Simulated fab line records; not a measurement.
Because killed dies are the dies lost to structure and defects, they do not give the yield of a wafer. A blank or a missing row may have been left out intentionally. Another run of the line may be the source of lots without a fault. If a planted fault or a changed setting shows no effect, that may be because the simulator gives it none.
fab line records    flow gf180mcu
record lots=12  wafers=35  lastDay=33
route steps=602 shown V4@497 MIM@505 M5@536 V5@542
lots that met no fault: from a run of the same line without faults
startH: start of the lot's first displayed wafer, in hours after the record's first day    waitH: hours from the lot's prior step to this one    " identical to the entry in the row above    L1.1+2: one row covering several wafers at once    - value missing, or start not given    * or withheld: withheld    < > ~ a bound
route shown NAME@n: NAME is a module with steps in the file, n the number in the route of the first one    usual: mean/standard deviation taken from wafers without a fault    same: alike in all rows    chamber/n: place in a boat    sites: per-site readings    _std_site: the standard deviation of these    _edge_site: outer sites' mean less inner sites'    radiusMm: how far each site lies from the wafer's centre    mask NAME#n: copy n    behind: the most recent tool/chamber to have shaped the wafer    hold: what put the lot on hold/how long, in hours/how the hold closed    device: transistor that didn't switch, given as n, p or np    end of line: the route-end tests of the same wafers    a step given without rows: its recipe and nothing more    killed: at the first sort, the dies lost to defects and structure; wafer yield is something else    map: a wafer's dies, marking killed ones x, the rest . and places with no die _
set.NAME: the run value of the setting; set.NAME@STEP: its run value at that earlier step    model.NAME: the simulator's own value behind a step, which no gauge read
route steps across a sampled set of lots; one table per step, one row per wafer
services: when a tool's chamber went out of use (startH, in hours from the record's first day, below 0 if earlier), for how many hours, and the reason
## steps
# step GF_V4_SPUTTER_21
# recipe material=Ti  targetThkNm=15  chamberPressurePa=5  powerW=2500  substrateTempC=200  timeS=80.02
# usual throttleValvePct=30.4/0.79
lot.wafer  tool           chamber  startH  waitH  throttleValvePct
L363.2     pvdSputter-03  -        572.09  0.0    28.3
L363.3     "              -        "       "      29.4
L363.4     "              -        "       "      30.5
L365.3     pvdSputter-04  -        578.17  0.0    29.8
L365.4     "              -        "       "      31.0
L365.6     "              -        "       "      30.8
L366.2     pvdSputter-01  -        588.04  0.0    31.2
L366.5     "              -        "       "      30.2
L366.6     "              -        "       "      29.8
L368.4     pvdSputter-03  -        599.67  0.0    28.4
L368.5     "              -        "       "      30.4
L368.6     "              -        "       "      31.4
L369.2     pvdSputter-03  -        612.79  0.0    28.2
L369.3     "              -        "       "      31.3
L369.4     "              -        "       "      30.3
L370.3     pvdSputter-01  -        621.83  0.0    29.8
L370.4     "              -        "       "      30.6
L370.6     "              -        "       "      30.4
L372.1     pvdSputter-01  -        632.59  0.0    30.7
L372.4     "              -        "       "      30.9
L372.6     "              -        "       "      30.4
L373.3     pvdSputter-03  -        640.47  0.0    31.4
L373.4     "              -        "       "      29.5
L373.5     "              -        "       "      30.5
L374.1     pvdSputter-03  -        646.80  0.0    30.3
L374.3     "              -        "       "      31.2
L374.4     "              -        "       "      30.5
L375.2     pvdSputter-04  -        663.07  0.0    31.0
L375.4     "              -        "       "      31.1
L375.6     "              -        "       "      31.3
L383.2     pvdSputter-03  -        711.19  0.0    29.7
L383.6     "              -        "       "      29.8
L384.1     pvdSputter-01  -        712.70  0.0    31.1
L384.3     "              -        "       "      30.6
L384.5     "              -        "       "      30.9
# step GF_MIM_SPUTTER_02
# recipe material=AlCu  targetThkNm=450  powerW=10600  timeS=23.9  chamberPressurePa=0.4
# usual throttleValvePct=30.3/0.93
lot.wafer  tool           chamber  startH  waitH  throttleValvePct
L363.2     pvdSputter-02  -        572.91  0.0    30.0
L363.3     "              -        "       "      31.5
L363.4     "              -        "       "      30.4
L365.3     pvdSputter-02  -        579.01  0.0    29.3
L365.4     "              -        "       "      29.8
L365.6     "              -        "       "      29.9
L366.2     pvdSputter-04  -        588.86  0.0    30.3
L366.5     "              -        "       "      29.7
L366.6     "              -        "       "      31.5
L368.4     pvdSputter-03  -        600.51  0.0    29.3
L368.5     "              -        "       "      30.7
L368.6     "              -        "       "      31.3
L369.2     pvdSputter-04  -        613.61  0.0    31.2
L369.3     "              -        "       "      30.5
L369.4     "              -        "       "      29.8
L370.3     pvdSputter-02  -        622.65  0.0    30.1
L370.4     "              -        "       "      29.0
L370.6     "              -        "       "      29.0
L372.1     pvdSputter-04  -        633.41  0.0    29.7
L372.4     "              -        "       "      30.4
L372.6     "              -        "       "      29.6
L373.3     pvdSputter-04  -        641.47  0.0    31.5
L373.4     "              -        "       "      30.5
L373.5     "              -        "       "      29.7
L374.1     pvdSputter-04  -        647.65  0.0    31.3
L374.3     "              -        "       "      30.9
L374.4     "              -        "       "      29.8
L375.2     pvdSputter-02  -        663.90  0.0    29.3
L375.4     "              -        "       "      30.2
L375.6     "              -        "       "      29.3
L383.2     pvdSputter-04  -        712.02  0.0    31.2
L383.6     "              -        "       "      30.7
L384.1     pvdSputter-03  -        713.53  0.0    29.9
L384.3     "              -        "       "      28.4
L384.5     "              -        "       "      28.3
# step GF_M5_METAL_ETCH_10
# recipe chemistry=Cl2/BCl3  maskMaterial=KrF  targetDepthNm=627.5  stopOn=SiO2  pressureMtorr=8  icpW=800  biasW=140  Cl2_flow_sccm=80  bcl3FlowSccm=40  timeS=104.6
# usual drypumpMotorCurrentA=5.8/0.44  heBacksideLeakSccm=3.37/0.26  oesProductAu=0.974/0.0063  throttleValvePct=28.248/0.011
lot.wafer  tool         chamber  startH  waitH  drypumpMotorCurrentA  heBacksideLeakSccm  oesProductAu  rfHoursCounterH  throttleValvePct
L363.2     rieMetal-01  0        615.65  0.0    6.1                   3.23                0.976         -                28.245
L363.3     "            0        "       "      6.1                   3.24                0.979         -                28.254
L363.4     "            0        "       "      6.1                   3.40                0.972         -                28.252
L365.3     rieMetal-02  1        620.84  0.0    6.3                   3.61                0.987         -                28.252
L365.4     "            0        "       "      5.4                   3.29                0.970         -                28.250
L365.6     "            0        "       "      5.4                   3.48                0.974         -                28.247
L366.2     rieMetal-01  0        629.74  0.0    6.1                   3.24                0.964         2                28.253
L366.5     "            1        "       "      6.2                   3.49                0.976         -                28.265
L366.6     "            0        "       "      6.1                   3.31                0.981         -                28.255
L368.4     rieMetal-04  0        641.98  0.0    5.9                   3.20                0.969         -                28.246
L368.5     "            0        "       "      5.9                   3.46                0.967         -                28.259
L368.6     "            1        "       "      5.1                   3.47                0.973         -                28.250
L369.2     rieMetal-04  1        654.44  0.0    5.1                   3.07                0.969         14               28.225
L369.3     "            1        "       "      5.1                   3.01                0.968         -                28.244
L369.4     "            0        "       "      5.9                   3.50                0.975         -                28.255
L370.3     rieMetal-04  0        663.73  0.0    5.9                   3.60                0.974         -                28.241
L370.4     "            1        "       "      5.1                   3.13                0.965         -                28.252
L370.6     "            0        "       "      5.9                   3.77                0.970         -                28.237
L372.1     rieMetal-01  0        673.96  0.0    6.1                   3.34                0.960         4                28.241
L372.4     "            1        "       "      6.2                   3.67                0.970         -                28.249
L372.6     "            1        "       "      6.2                   3.54                0.968         -                28.254
L373.3     rieMetal-04  0        681.56  0.1    5.9                   3.72                0.976         -                28.243
L373.4     "            0        "       "      5.9                   3.59                0.972         -                28.236
L373.5     "            0        "       "      5.9                   3.67                0.967         -                28.259
L374.1     rieMetal-01  1        688.04  0.0    6.2                   3.61                0.970         7                28.255
L374.3     "            0        "       "      6.1                   3.38                0.959         -                28.267
L374.4     "            1        "       "      6.2                   3.56                0.962         -                28.260
L375.2     rieMetal-04  0        701.34  0.0    5.9                   3.24                0.979         10               28.243
L375.4     "            0        "       "      5.9                   3.32                0.982         -                28.229
L375.6     "            1        "       "      5.1                   2.87                0.981         -                28.233
L383.2     rieMetal-04  0        746.50  0.0    5.9                   3.50                0.713         12               28.524
L383.6     "            0        "       "      5.9                   3.36                0.704         -                28.520
L384.1     rieMetal-04  0        749.15  0.0    5.9                   3.10                0.980         12               28.231
L384.3     "            0        "       "      5.9                   3.21                0.973         -                28.220
L384.5     "            1        "       "      5.1                   3.07                0.976         -                28.239
# step GF_V5_CVD_02
# recipe material=SiO2  targetThkNm=1450  precursor=TEOS  tempC=400  timeS=163.28  rfW=600
# usual heaterPowerW=664/120
lot.wafer  tool      chamber  startH  waitH  heaterPowerW
L363.2     pecvd-03  1        616.48  0.0    693
L363.3     "         0        "       "      532
L363.4     "         2        "       "      723
L365.3     pecvd-02  0        621.59  0.0    585
L365.4     "         0        "       "      483
L365.6     "         2        "       "      881
L366.2     pecvd-04  2        630.53  0.0    646
L366.5     "         1        "       "      714
L366.6     "         2        "       "      748
L368.4     pecvd-02  2        642.78  0.1    888
L368.5     "         0        "       "      479
L368.6     "         1        "       "      614
L369.2     pecvd-03  0        655.21  0.0    534
L369.3     "         1        "       "      659
L369.4     "         0        "       "      597
L370.3     pecvd-04  0        664.48  0.0    539
L370.4     "         0        "       "      443
L370.6     "         1        "       "      734
L372.1     pecvd-04  0        674.71  0.1    465
L372.4     "         2        "       "      717
L372.6     "         1        "       "      568
L373.3     pecvd-04  1        682.35  0.0    626
L373.4     "         2        "       "      784
L373.5     "         1        "       "      711
L374.1     pecvd-02  0        688.80  0.1    592
L374.3     "         2        "       "      775
L374.4     "         0        "       "      492
L375.2     pecvd-04  0        702.09  0.0    532
L375.4     "         0        "       "      564
L375.6     "         1        "       "      584
L383.2     pecvd-02  0        747.26  0.0    602
L383.6     "         0        "       "      498
L384.1     pecvd-02  0        749.90  0.1    604
L384.3     "         2        "       "      856
L384.5     "         1        "       "      785
# step GF_V5_CVD_23
# recipe material=W  targetThkNm=350  timeS=104.9  tempC=400  pressureTorr=40
# usual heaterPowerW=919/67
lot.wafer  tool     chamber  startH  waitH  heaterPowerW
L363.2     cvdW-01  0        637.88  0.0    876
L363.3     "        1        "       "      945
L363.4     "        0        "       "      885
L365.3     cvdW-02  1        643.12  0.1    997
L365.4     "        0        "       "      846
L365.6     "        1        "       "      996
L366.2     cvdW-02  0        651.86  0.0    840
L366.5     "        1        "       "      998
L366.6     "        0        "       "      825
L368.4     cvdW-01  0        664.78  0.1    855
L368.5     "        1        "       "      987
L368.6     "        0        "       "      845
L369.2     cvdW-01  0        676.30  0.0    854
L369.3     "        0        "       "      848
L369.4     "        1        "       "      968
L370.3     cvdW-02  1        684.24  0.1    990
L370.4     "        0        "       "      823
L370.6     "        1        "       "      995
L372.1     cvdW-01  1        695.25  0.0    953
L372.4     "        0        "       "      879
L372.6     "        0        "       "      880
L373.3     cvdW-02  0        702.53  0.1    867
L373.4     "        1        "       "      1028
L373.5     "        1        "       "      994
L374.1     cvdW-02  0        708.56  0.0    859
L374.3     "        1        "       "      1030
L374.4     "        0        "       "      866
L375.2     cvdW-01  0        721.12  0.0    875
L375.4     "        1        "       "      998
L375.6     "        1        "       "      941
L383.2     cvdW-02  1        765.55  0.0    1012
L383.6     "        0        "       "      870
L384.1     cvdW-01  1        767.44  0.0    982
L384.3     "        0        "       "      870
L384.5     "        1        "       "      963
## services
tool           chamber  startH  hours  kind
pvdSputter-02  -        566.47  5.2    repair
rieMetal-02    0        574.77  27.4   repair
pecvd-04       -        591.12  14.0   pm
rieMetal-01    1        591.45  28.0   repair
rieMetal-01    -        600.89  1.2    repair
pvdSputter-04  -        617.04  4.0    repair
pvdSputter-03  -        622.75  1.1    repair
pvdSputter-03  1        629.64  -      consumableReplace:kit
pvdSputter-03  1        629.64  18.0   scheduledDown
pvdSputter-03  1        629.64  18.0   ventCycle
pecvd-03       -        640.49  0.4    repair
pvdSputter-01  -        653.95  1.1    repair
pvdSputter-04  0        664.18  -      consumableReplace:kit
pvdSputter-04  0        664.18  18.0   scheduledDown
pvdSputter-04  0        664.18  18.0   ventCycle
pecvd-02       -        680.30  1.1    repair
pvdSputter-04  -        684.66  3.7    repair
pvdSputter-02  -        691.37  23.9   repair
pvdSputter-03  0        709.37  -      consumableReplace:kit
pvdSputter-03  0        709.37  18.0   scheduledDown
rieMetal-01    0        719.12  4.8    repair
cvdW-01        -        719.88  0.6    repair
pecvd-04       0        735.70  19.1   repair
pecvd-02       -        755.66  1.1    repair
## key
firstSign step=GF_M5_METAL_ETCH_10  reading=oesProductAu  direction=down  sigmas=42  usual=0.974  struck=0.709
effect none on later readings
metAt GF_MIM_SPUTTER_02
struckLots L383
struckWafers L383.2,L383.6
notActingAt GF_V4_SPUTTER_21,GF_V5_CVD_02,GF_V5_CVD_23
onsetBetween 647.65 712.02
fault kind=processParameterDrift  tool=pvdSputter-04  chamber=-  onsetH=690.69  steps=GF_MIM_SPUTTER_02  channel=targetThkNm  offset=-262.79  shape=step  endH=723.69  scope=struckWafersOnly  actsIn=theseRecipesOnly  stated=450
